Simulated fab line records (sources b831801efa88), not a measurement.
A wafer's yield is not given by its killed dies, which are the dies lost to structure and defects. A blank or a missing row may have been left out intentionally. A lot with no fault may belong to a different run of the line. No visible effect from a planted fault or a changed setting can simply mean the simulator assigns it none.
fab line records	flow gf180mcu	part 1 of 2: steps 1 to 26 of 35
record lots=5	wafers=15	last-day=33
route steps=602 shown V2@382 M3@409
lots that met no fault: taken from a fault-free run of the same line
start-h: start of the lot's first displayed wafer, in hours after the record's first day	wait-h: time in hours since the lot's previous step	" repeats the value in the row above	L1.1+2: several wafers, shown together as one row	- either no value or no given start	* or withheld: withheld	< > ~ a bound
route shown NAME@n: a module of which the file shows steps, and the number in the route of the first	usual: mean/standard deviation taken from wafers without a fault	same: alike in all rows	chamber/n: place in a boat	sites: the reading at each site	_std_site: the standard deviation of these	_edge_site: mean of outer sites minus mean of inner sites	radius-mm: for every site, how far away it sits from the centre of the wafer	mask NAME#n: copy n	behind: the last tool/chamber to shape the wafer	hold: reason for holding the lot/hours on hold/outcome of the hold	device: which transistor (n, p or np) failed to switch	end of line: the route-end tests of the same wafers	a step given without rows: its recipe and nothing more	killed: dies lost to structure and defects at the first sort, not the wafer's yield	map: per-die view of a wafer (x killed, . not killed, _ where there is no die)
set.NAME: the setting as run; set.NAME@STEP: as run at that earlier step	model.NAME: the simulator's own value behind a step, which no gauge read
certain route steps with their lots: each step a table, each wafer a row
services: from which hour (start-h, from the record's first day; less than 0 if before it) a tool's chamber was out of use, for how many hours, and why
## steps
# step GF_V2_CVD_00
# recipe material=SiO2	target-thk-nm=600	sigma-open-frac=0.3	temp-c=400	time-s=100	sih4-flow-sccm=60	pressure-mtorr=6
# usual susceptor-temp-C=400.01/0.23
lot.wafer	tool	chamber	start-h	wait-h	susceptor-temp-C
L077.1	hdpcvd-02	0	466.15	0.0	400.22
L077.2	"	2	"	"	400.11
L077.4	"	1	"	"	399.76
L083.2	hdpcvd-02	2	516.52	0.0	399.77
L083.5	"	2	"	"	399.71
L083.6	"	0	"	"	400.28
L084.3	hdpcvd-02	1	524.45	0.0	399.81
L084.4	"	0	"	"	399.38
L084.5	"	1	"	"	399.72
L087.4	hdpcvd-01	2	559.02	0.0	399.51
L087.5	"	0	"	"	400.30
L087.6	"	1	"	"	400.28
L094.1	hdpcvd-01	2	606.16	0.0	399.78
L094.4	"	1	"	"	399.90
L094.6	"	1	"	"	400.13
# step GF_V2_THK_MEAS_01
# recipe reads=SiO2_of_V2_CVD_00
# usual V2_CVD_00_THK=601/5.7
lot.wafer	tool	chamber	start-h	wait-h	V2_CVD_00_THK[nm]
L077.1	film-metro-01	-	466.22	0.0	604
L077.2	"	-	"	"	601
L077.4	"	-	"	"	603
L083.2	film-metro-04	-	516.61	0.0	590
L083.5	"	-	"	"	594
L083.6	"	-	"	"	589
L084.3	film-metro-04	-	524.54	0.1	597
L084.4	"	-	"	"	595
L084.5	"	-	"	"	603
L087.4	film-metro-01	-	559.08	0.0	601
L087.5	"	-	"	"	594
L087.6	"	-	"	"	602
L094.1	film-metro-04	-	606.27	0.1	607
L094.4	"	-	"	"	604
L094.6	"	-	"	"	604
# step GF_V2_CVD_02
# recipe material=SiO2	target-thk-nm=850	precursor=TEOS	temp-c=400	time-s=94.851	rf-w=600
# usual heater-power-w=706/83	susceptor-temp-C=400.02/0.22
lot.wafer	tool	chamber	start-h	wait-h	heater-power-w	since-wet-clean-h	susceptor-temp-C
L077.1	pecvd-02	2	466.28	0.1	655	500	400.44
L077.2	"	1	"	"	778	500	400.08
L077.4	"	0	"	"	787	-	400.17
L083.2	pecvd-01	1	516.66	0.0	522	342	400.08
L083.5	"	1	"	"	622	-	400.30
L083.6	"	0	"	"	827	-	399.64
L084.3	pecvd-04	2	524.58	0.0	627	142	400.09
L084.4	"	2	"	"	481	-	400.37
L084.5	"	1	"	"	628	-	399.96
L087.4	pecvd-02	1	559.15	0.1	823	-	400.06
L087.5	"	0	"	"	798	-	400.12
L087.6	"	2	"	"	759	-	399.84
L094.1	pecvd-01	2	606.33	0.1	632	432	399.92
L094.4	"	1	"	"	661	-	400.32
L094.6	"	0	"	"	762	-	399.89
# step GF_V2_THK_MEAS_03
# recipe reads=SiO2_of_V2_CVD_02
# usual V2_CVD_02_THK=851/10
lot.wafer	tool	chamber	start-h	wait-h	V2_CVD_02_THK[nm]
L077.1	film-metro-02	-	466.35	0.0	844
L077.2	"	-	"	"	848
L077.4	"	-	"	"	862
L083.2	film-metro-01	-	516.77	0.1	849
L083.5	"	-	"	"	861
L083.6	"	-	"	"	869
L084.3	film-metro-01	-	524.67	0.1	848
L084.4	"	-	"	"	863
L084.5	"	-	"	"	859
L087.4	film-metro-04	-	559.21	0.0	860
L087.5	"	-	"	"	872
L087.6	"	-	"	"	847
L094.1	film-metro-02	-	606.40	0.0	836
L094.4	"	-	"	"	849
L094.6	"	-	"	"	848
# step GF_V2_CMP_04
# recipe material=SiO2	down-force-psi=4	platen-rpm=60	pad-velocity-m-s=0.94248
# usual motor-current-A=11.7/1.2	time-to-endpoint-s=80/4.6
lot.wafer	tool	chamber	start-h	wait-h	motor-current-A	time-to-endpoint-s
L077.4	cmp-01	1	466.41	0.0	11.3	90
L077.2	"	2	"	"	10.7	79
L077.1	"	3	"	"	12.0	80
L083.2	cmp-02	0	516.82	0.0	12.1	79
L083.6	"	0	"	"	12.8	87
L083.5	"	1	"	"	14.9	82
L084.4	cmp-02	0	524.76	0.1	12.6	84
L084.3	"	2	"	"	11.8	77
L084.5	"	0	"	"	12.6	79
L087.4	cmp-02	1	559.29	0.1	14.6	85
L087.6	"	1	"	"	14.2	77
L087.5	"	2	"	"	12.0	90
L094.1	cmp-01	3	606.46	0.1	12.4	76
L094.4	"	1	"	"	11.5	84
L094.6	"	0	"	"	10.6	81
# step GF_V2_BOW_MEAS_05
# recipe mode=bow
# usual V2_BOW=100/7.8
lot.wafer	tool	chamber	start-h	wait-h	V2_BOW[um]
L077.1	film-metro-01	-	466.71	0.1	102
L077.2	"	-	"	"	98
L077.4	"	-	"	"	88
L083.2	film-metro-01	-	517.14	0.3	117
L083.5	"	-	"	"	116
L083.6	"	-	"	"	119
L084.3	film-metro-04	-	525.05	0.1	95
L084.4	"	-	"	"	105
L084.5	"	-	"	"	106
L087.4	film-metro-02	-	559.65	0.3	108
L087.5	"	-	"	"	94
L087.6	"	-	"	"	98
L094.1	film-metro-01	-	606.76	0.2	93
L094.4	"	-	"	"	107
L094.6	"	-	"	"	96
# step GF_V2_DEHYDRATE_06
# recipe temp-c=200	time-s=60
# usual exhaust-pa=45.0/0.87
lot.wafer	tool	chamber	start-h	wait-h	exhaust-pa
L077.1	litho-track-02	0	477.88	11.2	44.5
L077.2	"	0	"	"	45.2
L077.4	"	0	"	"	44.0
L083.2	litho-track-01	0	528.08	10.9	43.7
L083.5	"	0	"	"	46.3
L083.6	"	0	"	"	45.0
L084.3	litho-track-01	0	536.51	11.4	46.4
L084.4	"	0	"	"	45.0
L084.5	"	0	"	"	44.9
L087.4	litho-track-03	0	569.21	9.5	42.5
L087.5	"	0	"	"	44.5
L087.6	"	0	"	"	44.8
L094.1	litho-track-01	0	616.21	9.4	44.5
L094.4	"	0	"	"	42.4
L094.6	"	0	"	"	43.7
# step GF_V2_HMDS_07
# recipe prime-time-s=60	prime-temp-c=120
# usual exhaust-pa=44.9/0.81
lot.wafer	tool	chamber	start-h	wait-h	exhaust-pa
L077.1	litho-track-02	0	478.03	0.1	45.1
L077.2	"	0	"	"	44.7
L077.4	"	0	"	"	45.7
L083.2	litho-track-01	0	528.23	0.1	46.5
L083.5	"	0	"	"	45.9
L083.6	"	0	"	"	45.4
L084.3	litho-track-01	0	536.66	0.1	44.3
L084.4	"	0	"	"	44.7
L084.5	"	0	"	"	45.3
L087.4	litho-track-03	0	569.36	0.1	44.3
L087.5	"	0	"	"	45.4
L087.6	"	0	"	"	44.6
L094.1	litho-track-01	0	616.36	0.1	44.5
L094.4	"	0	"	"	43.5
L094.6	"	0	"	"	44.5
# step GF_V2_COAT_08
# recipe resist=BARC	temp-c=withheld	time-s=withheld	spin-rpm=withheld	resist-thk-nm=withheld
# usual exhaust-pa=45.0/0.82
lot.wafer	tool	chamber	start-h	wait-h	exhaust-pa
L077.1	litho-track-02	0	478.18	0.1	45.3
L077.2	"	0	"	"	45.0
L077.4	"	0	"	"	46.3
L083.2	litho-track-01	0	528.38	0.1	43.9
L083.5	"	0	"	"	45.0
L083.6	"	0	"	"	44.9
L084.3	litho-track-01	0	536.81	0.1	43.9
L084.4	"	0	"	"	44.4
L084.5	"	0	"	"	45.8
L087.4	litho-track-03	0	569.51	0.1	43.9
L087.5	"	0	"	"	45.1
L087.6	"	0	"	"	43.7
L094.1	litho-track-01	0	616.51	0.1	47.0
L094.4	"	0	"	"	46.4
L094.6	"	0	"	"	45.9
# step GF_V2_COAT_09
# recipe resist=KrF	spin-rpm=withheld	resist-thk-nm=1000
# usual exhaust-pa=44.9/0.99
lot.wafer	tool	chamber	start-h	wait-h	exhaust-pa
L077.1	litho-track-02	0	-	-	46.1
L077.2	"	0	"	"	45.6
L077.4	"	0	"	"	45.9
L083.2	litho-track-01	0	-	-	45.3
L083.5	"	0	"	"	44.7
L083.6	"	0	"	"	44.9
L084.3	litho-track-01	0	-	-	44.7
L084.4	"	0	"	"	45.4
L084.5	"	0	"	"	44.9
L087.4	litho-track-03	0	-	-	46.1
L087.5	"	0	"	"	45.3
L087.6	"	0	"	"	45.9
L094.1	litho-track-01	0	-	-	46.9
L094.4	"	0	"	"	45.0
L094.6	"	0	"	"	46.4
# step GF_V2_SOFTBAKE_10
# recipe temp-c=130	time-s=60	resist=KrF
# usual exhaust-pa=44.9/0.88
lot.wafer	tool	chamber	start-h	wait-h	exhaust-pa
L077.1	litho-track-02	0	-	-	45.2
L077.2	"	0	"	"	44.9
L077.4	"	0	"	"	44.5
L083.2	litho-track-01	0	-	-	44.1
L083.5	"	0	"	"	43.5
L083.6	"	0	"	"	42.4
L084.3	litho-track-01	0	-	-	44.1
L084.4	"	0	"	"	45.6
L084.5	"	0	"	"	45.2
L087.4	litho-track-03	0	-	-	45.7
L087.5	"	0	"	"	46.1
L087.6	"	0	"	"	45.6
L094.1	litho-track-01	0	-	-	45.2
L094.4	"	0	"	"	45.9
L094.6	"	0	"	"	45.1
# step GF_V2_EXPOSE_11
# recipe mask-id=Via2	target-cd-nm=260	na=0.68	source-shape=conventional	sigma-outer=0.6	dose-mj=38
# usual reticle-temp-C=23.00/0.093
lot.wafer	tool	chamber	start-h	wait-h	mask	reticle-temp-C
L077.1	krf-scanner-02	0	-	-	Via2#0	22.99
L077.2	"	0	"	"	Via2#0	22.97
L077.4	"	0	"	"	Via2#0	22.82
L083.2	krf-scanner-02	0	-	-	Via2#0	23.05
L083.5	"	0	"	"	Via2#0	22.92
L083.6	"	0	"	"	Via2#0	22.96
L084.3	krf-scanner-02	0	-	-	Via2#0	22.95
L084.4	"	0	"	"	Via2#0	23.04
L084.5	"	0	"	"	Via2#0	23.11
L087.4	krf-scanner-01	0	-	-	Via2#0	23.01
L087.5	"	0	"	"	Via2#0	23.07
L087.6	"	0	"	"	Via2#0	23.12
L094.1	krf-scanner-01	0	-	-	Via2#0	22.97
L094.4	"	0	"	"	Via2#0	22.86
L094.6	"	0	"	"	Via2#0	22.98
# step GF_V2_PEB_12
# recipe peb-temp-c=135	peb-time-s=90	resist=KrF
# usual exhaust-pa=45.0/1
lot.wafer	tool	chamber	start-h	wait-h	exhaust-pa
L077.1	litho-track-03	0	-	-	43.8
L077.2	"	0	"	"	43.4
L077.4	"	0	"	"	44.8
L083.2	litho-track-03	0	-	-	43.3
L083.5	"	0	"	"	43.1
L083.6	"	0	"	"	43.7
L084.3	litho-track-03	0	-	-	45.5
L084.4	"	0	"	"	44.0
L084.5	"	0	"	"	44.3
L087.4	litho-track-02	0	-	-	44.9
L087.5	"	0	"	"	42.8
L087.6	"	0	"	"	42.4
L094.1	litho-track-01	0	-	-	43.3
L094.4	"	0	"	"	43.3
L094.6	"	0	"	"	43.3
# step GF_V2_DEVELOP_13
# recipe develop-time-s=60	resist=KrF	dev-temp-c=21
# usual exhaust-pa=44.9/0.75
lot.wafer	tool	chamber	start-h	wait-h	exhaust-pa
L077.1	litho-track-03	0	490.93	0.2	46.4
L077.2	"	0	"	"	44.5
L077.4	"	0	"	"	44.4
L083.2	litho-track-03	0	540.11	0.2	44.6
L083.5	"	0	"	"	44.5
L083.6	"	0	"	"	45.6
L084.3	litho-track-03	0	547.03	0.1	45.3
L084.4	"	0	"	"	43.8
L084.5	"	0	"	"	44.3
L087.4	litho-track-02	0	581.41	0.1	46.6
L087.5	"	0	"	"	46.1
L087.6	"	0	"	"	46.5
L094.1	litho-track-01	0	627.66	0.2	44.8
L094.4	"	0	"	"	44.3
L094.6	"	0	"	"	44.4
# step GF_V2_CD_MEAS_14
# recipe target-cd-nm=260
# usual cd-nm=260.0/1
lot.wafer	tool	chamber	start-h	wait-h	cd-nm
L077.1	cd-sem-02	-	491.08	0.1	259.2
L077.2	"	-	"	"	259.6
L077.4	"	-	"	"	258.0
L083.2	cd-sem-01	-	540.25	0.1	259.4
L083.5	"	-	"	"	258.4
L083.6	"	-	"	"	260.1
L084.3	cd-sem-01	-	547.17	0.1	260.2
L084.4	"	-	"	"	259.8
L084.5	"	-	"	"	259.6
L087.4	cd-sem-01	-	581.54	0.1	259.4
L087.5	"	-	"	"	258.7
L087.6	"	-	"	"	259.6
L094.1	cd-sem-02	-	627.81	0.1	257.8
L094.4	"	-	"	"	258.0
L094.6	"	-	"	"	258.0
# step GF_V2_OVL_MEAS_15
# usual V2_OVL=3/6
lot.wafer	tool	chamber	start-h	wait-h	V2_OVL[nm]
L077.1	overlay-01	-	491.20	0.1	4
L077.2	"	-	"	"	5
L077.4	"	-	"	"	4
L083.2	overlay-01	-	540.36	0.1	12
L083.5	"	-	"	"	10
L083.6	"	-	"	"	12
L084.3	overlay-01	-	547.26	0.1	-4
L084.4	"	-	"	"	9
L084.5	"	-	"	"	-3
L087.4	overlay-01	-	581.62	0.1	5
L087.5	"	-	"	"	5
L087.6	"	-	"	"	3
L094.1	overlay-01	-	627.93	0.1	4
L094.4	"	-	"	"	7
L094.6	"	-	"	"	5
# step GF_V2_ETCH_16
# recipe chemistry=N2/H2	target-depth-a=withheld	overetch-a=withheld	time-s=withheld	target=BARC	ion-energy-ev=200	source-w=500	bias-w=100	pressure-mtorr=30	n2-flow-sccm=100	h2-flow-sccm=200
# usual drypump-motor-current-A=5.7/0.5	oes-product-au=0.855/0.0046	throttle-valve-pct=13.224/0.0099
lot.wafer	tool	chamber	start-h	wait-h	drypump-motor-current-A	oes-product-au	throttle-valve-pct
L077.1	rie-diel-01	1	491.24	0.0	5.2	0.858	13.225
L077.2	"	3	"	"	5.0	0.852	13.216
L077.4	"	0	"	"	6.5	0.845	13.230
L083.2	rie-diel-03	2	540.39	0.0	5.2	0.859	13.243
L083.5	"	1	"	"	6.2	0.849	13.210
L083.6	"	2	"	"	5.2	0.863	13.224
L084.3	rie-diel-02	3	547.29	0.0	5.4	0.851	13.219
L084.4	"	1	"	"	5.3	0.857	13.224
L084.5	"	3	"	"	5.4	0.855	13.224
L087.4	rie-diel-03	0	581.66	0.0	5.7	0.858	13.228
L087.5	"	3	"	"	5.4	0.855	13.218
L087.6	"	1	"	"	6.2	0.850	13.236
L094.1	rie-diel-02	0	627.96	0.0	6.5	0.861	13.212
L094.4	"	1	"	"	5.3	0.853	13.224
L094.6	"	3	"	"	5.4	0.862	13.240
# step GF_V2_ETCH_17
# recipe chemistry=C4F8/O2/Ar	mask-material=KrF	target=SiO2	stop-on=TiN	source-w=1500	bias-w=1200	pressure-mtorr=40	c4f8-flow-sccm=withheld	O2_flow_sccm=6	Ar_flow_sccm=300	time-s=withheld	target-depth-a=6300
# usual oes-product-au=0.856/0.0045
lot.wafer	tool	chamber	start-h	wait-h	oes-product-au
L077.1	rie-diel-01	1	-	-	0.863
L077.2	"	3	"	"	0.862
L077.4	"	0	"	"	0.860
L083.2	rie-diel-03	2	-	-	0.853
L083.5	"	1	"	"	0.859
L083.6	"	2	"	"	0.847
L084.3	rie-diel-02	3	-	-	0.857
L084.4	"	1	"	"	0.856
L084.5	"	3	"	"	0.855
L087.4	rie-diel-03	0	-	-	0.853
L087.5	"	3	"	"	0.858
L087.6	"	1	"	"	0.853
L094.1	rie-diel-02	0	-	-	0.854
L094.4	"	1	"	"	0.854
L094.6	"	3	"	"	0.854
# step GF_V2_STRIP_18
# recipe chemistry=O2/N2	power-w=1400	pressure-mtorr=1500	platen-temp-c=250	o2-flow-sccm=3000	n2-flow-sccm=300	overash-fraction=0.5
# usual drypump-motor-current-A=5.60/0.27	heater-power-w=313/35	oes-product-au=0.592/0.0051
lot.wafer	tool	chamber	start-h	wait-h	drypump-motor-current-A	heater-power-w	oes-product-au	rf-hours-counter-h
L077.1	plasma-asher-02	1	491.37	-	5.66	329	0.587	39
L077.2	"	0	"	"	5.47	304	0.585	39
L077.4	"	0	"	"	5.44	304	0.587	-
L083.2	plasma-asher-04	0	540.52	-	5.86	288	0.596	86
L083.5	"	1	"	"	5.16	275	0.599	-
L083.6	"	0	"	"	5.87	289	0.594	-
L084.3	plasma-asher-03	0	547.45	-	5.56	340	0.594	-
L084.4	"	1	"	"	5.98	388	0.593	-
L084.5	"	1	"	"	5.99	385	0.588	-
L087.4	plasma-asher-03	0	581.80	-	5.62	342	0.599	-
L087.5	"	0	"	"	5.59	344	0.583	-
L087.6	"	1	"	"	5.99	388	0.591	-
L094.1	plasma-asher-02	1	628.09	-	5.68	316	0.583	52
L094.4	"	0	"	"	5.46	300	0.595	-
L094.6	"	1	"	"	5.68	314	0.592	-
# step GF_V2_STRIP_19
# recipe chemistry=post-etch-residue-remover	time-s=1200	temp-c=72.5
lot.wafer	tool	chamber	start-h	wait-h
L077.1+2+4	wet-bench-04	2	491.47	0.1
L083.2+5+6	wet-bench-01	1	540.62	0.1
L084.3+4+5	wet-bench-01	2	547.52	0.0
L087.4+5+6	wet-bench-01	1	581.87	0.0
L094.1+4+6	wet-bench-04	1	628.19	0.1
# step GF_V2_CLEAN_20
# recipe chemistry=DIW	dry=n2-spin
lot.wafer	tool	chamber	start-h	wait-h
L077.1+2+4	wet-bench-01	1	491.81	0.0
L083.2+5+6	wet-bench-04	0	540.96	0.0
L084.3+4+5	wet-bench-04	0	547.86	0.0
L087.4+5+6	wet-bench-02	2	582.24	0.0
L094.1+4+6	wet-bench-02	3	628.53	0.0
# step GF_V2_SPUTTER_21
# recipe material=Ti	target-thk-nm=15	chamber-pressure-pa=5	power-w=2500	substrate-temp-c=200	time-s=80.02
# usual throttle-valve-pct=29.6/0.92
lot.wafer	tool	chamber	start-h	wait-h	throttle-valve-pct
L077.1	pvd-sputter-02	-	491.91	0.0	29.1
L077.2	"	-	"	"	28.4
L077.4	"	-	"	"	28.9
L083.2	pvd-sputter-02	-	541.05	0.0	28.7
L083.5	"	-	"	"	29.0
L083.6	"	-	"	"	29.2
L084.3	pvd-sputter-02	-	547.95	0.0	28.2
L084.4	"	-	"	"	30.0
L084.5	"	-	"	"	29.5
L087.4	pvd-sputter-01	-	582.33	0.0	31.2
L087.5	"	-	"	"	30.8
L087.6	"	-	"	"	28.8
L094.1	pvd-sputter-03	-	628.63	0.0	30.2
L094.4	"	-	"	"	27.8
L094.6	"	-	"	"	29.9
# step GF_V2_SPUTTER_22
# recipe material=TiN	target-thk-nm=10	chamber-pressure-pa=5	power-w=4000	time-s=40
# usual throttle-valve-pct=29.6/0.95
lot.wafer	tool	chamber	start-h	wait-h	throttle-valve-pct
L077.1	pvd-sputter-02	-	491.97	0.0	29.1
L077.2	"	-	"	"	28.3
L077.4	"	-	"	"	28.8
L083.2	pvd-sputter-02	-	541.11	0.0	28.7
L083.5	"	-	"	"	29.1
L083.6	"	-	"	"	29.2
L084.3	pvd-sputter-02	-	548.01	0.0	28.5
L084.4	"	-	"	"	29.9
L084.5	"	-	"	"	28.9
L087.4	pvd-sputter-01	-	582.39	0.0	31.7
L087.5	"	-	"	"	30.6
L087.6	"	-	"	"	28.9
L094.1	pvd-sputter-03	-	628.69	0.0	30.1
L094.4	"	-	"	"	27.8
L094.6	"	-	"	"	30.1
# step GF_V2_CVD_23
# recipe material=W	target-thk-nm=350	time-s=104.94	temp-c=400	pressure-torr=40
# usual heater-power-w=891/69	susceptor-temp-C=399.98/0.23
lot.wafer	tool	chamber	start-h	wait-h	heater-power-w	since-wet-clean-h	susceptor-temp-C
L077.1	cvd-w-01	0	492.01	0.0	957	88	399.66
L077.2	"	1	"	"	807	88	400.05
L077.4	"	0	"	"	942	-	399.88
L083.2	cvd-w-02	1	541.15	0.0	931	637	399.95
L083.5	"	1	"	"	930	-	400.12
L083.6	"	0	"	"	837	-	399.81
L084.3	cvd-w-01	0	548.09	0.1	968	-	400.04
L084.4	"	1	"	"	814	-	399.92
L084.5	"	0	"	"	961	-	399.90
L087.4	cvd-w-02	0	582.47	0.1	846	-	400.14
L087.5	"	1	"	"	953	-	399.73
L087.6	"	0	"	"	877	-	400.12
L094.1	cvd-w-01	1	628.73	0.0	820	225	399.86
L094.4	"	0	"	"	981	-	399.50
L094.6	"	1	"	"	820	-	400.05
# step GF_V2_RS_MEAS_24
# recipe thk-meas-gauge=four-point-probe	reads=W_of_V2_CVD_23+TiN_of_V2_SPUTTER_22+Ti_of_V2_SPUTTER_21
# usual V2_W_RS=0.3267/0.0026
lot.wafer	tool	chamber	start-h	wait-h	V2_W_RS[ohm/sq]
L077.1	film-metro-04	-	492.12	0.1	0.3235
L077.2	"	-	"	"	0.3259
L077.4	"	-	"	"	0.3231
L083.2	film-metro-02	-	541.28	0.1	0.3272
L083.5	"	-	"	"	0.3227
L083.6	"	-	"	"	0.3218
L084.3	film-metro-01	-	548.20	0.1	0.3291
L084.4	"	-	"	"	0.3273
L084.5	"	-	"	"	0.3225
L087.4	film-metro-01	-	582.61	0.1	0.3286
L087.5	"	-	"	"	0.3253
L087.6	"	-	"	"	0.3286
L094.1	film-metro-01	-	628.84	0.1	0.3265
L094.4	"	-	"	"	0.3252
L094.6	"	-	"	"	0.3244
# step GF_V2_THK_MEAS_25
# recipe thk-meas-gauge=xrf	reads=W_of_V2_CVD_23
# usual V2_W_THK=353/4.3
lot.wafer	tool	chamber	start-h	wait-h	V2_W_THK[nm]
L077.1	film-metro-04	-	492.24	0.1	360
L077.2	"	-	"	"	358
L077.4	"	-	"	"	360
L083.2	film-metro-02	-	541.39	0.1	348
L083.5	"	-	"	"	353
L083.6	"	-	"	"	355
L084.3	film-metro-01	-	548.30	0.1	353
L084.4	"	-	"	"	352
L084.5	"	-	"	"	356
L087.4	film-metro-01	-	582.70	0.1	351
L087.5	"	-	"	"	358
L087.6	"	-	"	"	351
L094.1	film-metro-01	-	628.96	0.1	355
L094.4	"	-	"	"	353
L094.6	"	-	"	"	355
